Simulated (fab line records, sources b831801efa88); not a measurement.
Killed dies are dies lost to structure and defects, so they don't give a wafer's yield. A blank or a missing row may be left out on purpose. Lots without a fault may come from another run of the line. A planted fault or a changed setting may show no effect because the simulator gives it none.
One fault seen from 2 desks | flow gf180mcu | each desk has only its own numbers; what lay behind them comes last

THE METROLOGY DESK
What the gauges read, lot by lot, whatever tool the lot ran on: means of the sampled wafers that have a number. A lot is out of limits, marked OUT, if its mean lies more than 4 standard deviations from the usual mean; the brackets give that distance.
Columns: A = NSD_RS at GF_PSD_RS_MEAS_14, usual 46.11 ohm/sq; B = PSD_RS at GF_PSD_RS_MEAS_15, usual 108.52 ohm/sq; C = CONTACT_OVL at GF_CONTACT_OVL_MEAS_15, usual -2 nm
lot  | first seen here | A               | B                | C
L821 | day 14 06:31    | 46.14           | 108.38           | -4
L822 | day 14 13:56    | 45.98           | 108.22           | 0
L823 | day 14 21:51    | 46.01           | 108.19           | 1
L824 | day 15 05:55    | 46.13           | 108.23           | -5
L825 | day 15 15:40    | 46.16           | 108.80           | -4
L826 | day 16 02:31    | 46.06           | 108.16           | -11
L832 | day 18 07:58    | 45.10 (-12) OUT | 104.29 (-14) OUT | -6
L835 | day 19 11:15    | 45.13 (-12) OUT | 104.47 (-13) OUT | -2
L836 | day 19 19:12    | 46.12           | 108.58           | -2
L841 | day 21 12:31    | 46.00           | 108.40           | -2
L843 | day 22 04:10    | 46.19           | 108.55           | 8
L844 | day 22 14:21    | 46.12           | 108.83           | 0
This desk's finding: out of limits on L832, L835; first on L832, day 18 07:58 (NSD_RS at GF_PSD_RS_MEAS_14). In limits: L821, L822, L823, L824, L825, L826, L836, L841, L843, L844.

THE TOOL OWNER'S DESK: rtp_anneal-02
The tool's own readings at GF_PSD_RTA_13 (time 20 s): means of the sampled wafers that have a number, for each lot that ran on this tool. A lot is out of limits, marked OUT, if its mean lies more than 4 standard deviations from the usual mean; the brackets give that distance.
Columns: A = lamp_power_pct at GF_PSD_RTA_13, usual 35.9 %; B = wafer_temp_C_max at GF_PSD_RTA_13, usual 1029.7
lot  | first seen here | A    | B
L821 | day 14 06:25    | 37.9 | 1029.0
L822 | day 14 13:51    | 37.9 | 1029.7
L823 | day 14 21:46    | 37.9 | 1029.6
L825 | day 15 15:35    | 37.9 | 1029.4
L832 | day 18 07:52    | 38.6 | 1037.1 (+7.7) OUT
L835 | day 19 11:10    | 38.7 | 1036.2 (+6.7) OUT
L843 | day 22 04:05    | 37.8 | 1028.9
L844 | day 22 14:16    | 37.9 | 1029.2
This desk's finding: out of limits on L832, L835; first on L832, day 18 07:52 (wafer_temp_C_max at GF_PSD_RTA_13). In limits: L821, L822, L823, L825, L843, L844.

PUT TOGETHER
The tool owner's desk could have raised an alarm at day 18 07:52, on L832, L835.
The metrology desk could have raised an alarm at day 18 07:58, on L832, L835.
Of the lots named, all ran GF_PSD_RTA_13 on rtp_anneal-02.

WHAT THE SIMULATOR HAD PUT IN
Process parameter drift: rtp_anneal-02, from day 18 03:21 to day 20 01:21, at GF_PSD_RTA_13. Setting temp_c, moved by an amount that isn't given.
Lots struck among those shown: L832, L835.
Hours from the fault's start to each desk's first reading out of limits: the tool owner's desk, 5; the metrology desk, 5.
